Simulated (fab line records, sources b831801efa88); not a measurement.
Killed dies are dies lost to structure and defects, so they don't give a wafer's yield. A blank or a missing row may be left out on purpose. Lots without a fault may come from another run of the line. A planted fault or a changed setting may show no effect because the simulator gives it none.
Chamber matching | flow gf180mcu | GF_V5_CMP_04 on cmp-02: 4 sister chambers
The step polishes SiO2. 20 wafers are shown with their chamber, then 10 later ones without.

WAFERS WITH THEIR CHAMBER
wafer  | chamber | motor_current_A (A)
L080.2 | 2       | 11.6
L080.4 | 1       | 13.6
L080.5 | 1       | 13.4
L081.1 | 1       | 13.8
L081.2 | 2       | 11.7
L081.4 | 0       | 9.5
L082.2 | 3       | 11.2
L082.5 | 1       | 13.6
L082.6 | 2       | 10.9
L084.2 | 0       | 10.1
L084.5 | 2       | 11.2
L084.6 | 1       | 12.9
L085.2 | 2       | 11.9
L085.3 | 3       | 10.9
L085.6 | 1       | 13.1
L086.1 | 0       | 9.7
L086.2 | 2       | 11.2
L086.5 | 3       | 11.7
L088.1 | 0       | 10.6
L088.4 | 1       | 13.6

SIGNATURES (means of the wafers above)
reading         | chamber 0 | chamber 1 | chamber 2 | chamber 3 | scatter within a chamber
motor_current_A | 9.975     | 13.429    | 11.417    | 11.267    | 0.384
Rule: a wafer's distance from a chamber is the root of the sum, over the readings, of the square of ((its reading less the chamber's mean) divided by the reading's scatter). The wafer belongs to the nearest chamber; if the next one is less than 2 further off, it can't be placed. The scatter: the root of (the sum of the squares of (reading less its chamber's mean) over the shown wafers, divided by (wafers less chambers)).

WAFERS WITHOUT THEIR CHAMBER
wafer  | motor_current_A (A)
L088.5 | 10.1
L093.1 | 13.0
L093.3 | 11.6
L093.6 | 11.9
L094.2 | 11.7
L094.4 | 13.3
L094.5 | 12.7
L095.2 | 13.5
L095.3 | 10.7
L095.4 | 10.2

WHICH CHAMBER EACH WENT THROUGH
wafer  | from the rows above          | in truth
L088.5 | 0                            | 0
L093.1 | 1                            | 1
L093.3 | can't be placed: 2 or 3      | 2
L093.6 | can't be placed: 2 or 3      | 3
L094.2 | can't be placed: 2 or 3      | 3
L094.4 | 1                            | 1
L094.5 | can't be placed: 1 or 2 or 3 | 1
L095.2 | 1                            | 1
L095.3 | can't be placed: 3 or 2 or 0 | 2
L095.4 | 0                            | 0
Placed correctly: 5 of 10. Can't be placed from these rows: 5 (the true chamber is among the candidates in 5). Placed wrongly: 0.
